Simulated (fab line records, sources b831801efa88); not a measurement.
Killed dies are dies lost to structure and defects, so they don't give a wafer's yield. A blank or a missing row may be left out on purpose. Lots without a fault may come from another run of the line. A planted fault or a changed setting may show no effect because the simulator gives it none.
Which tool did it? | flow gf180mcu | 6 lots, 18 wafers sampled, at 1 step of a route of 602

WHAT THE GAUGES READ, wafer by wafer
GF_MVSD_OVL_MEAS_07.
lot  | measured    | on         | MVSD_OVL (nm)
L173 | day 4 16:29 | overlay-01 | -0.3 1.6 0.9
L177 | day 5 14:43 | overlay-02 | 0.2 0.1 0.4
L181 | day 6 15:04 | overlay-02 | -0.3 -0.5 0.6
L183 | day 7 00:28 | overlay-01 | -0.2 1.3 -2.7
L185 | day 7 14:27 | overlay-01 | -0.7 -0.9 -1.0
L192 | day 9 06:55 | overlay-01 | 0.4 1.9 -0.3

WHICH TOOL RAN EACH LOT (tool, then ch and the chambers of the sampled wafers, then the start)
The record holds no process step before these readings.

THE ANSWER, worked out from the rows above alone
Rule: what is usual is taken from the lots themselves. Put in order of their means at a reading, lots are off if they are a third of the lots or fewer, leave a main group of 4 or more, and stand apart from it by a gap of 3 or more times the standard deviation of the main group's means; of several such gaps the widest counts. A main group whose means are all the same, to the digits that the tables above print for the reading, isn't used. A lot without any number at a reading at which 4 lots or more have one is off too. The other lots that the step has rows for count as sound.
No lot is off at any reading shown: from this, nothing can be told.

WHAT THE SIMULATOR HAD PUT IN
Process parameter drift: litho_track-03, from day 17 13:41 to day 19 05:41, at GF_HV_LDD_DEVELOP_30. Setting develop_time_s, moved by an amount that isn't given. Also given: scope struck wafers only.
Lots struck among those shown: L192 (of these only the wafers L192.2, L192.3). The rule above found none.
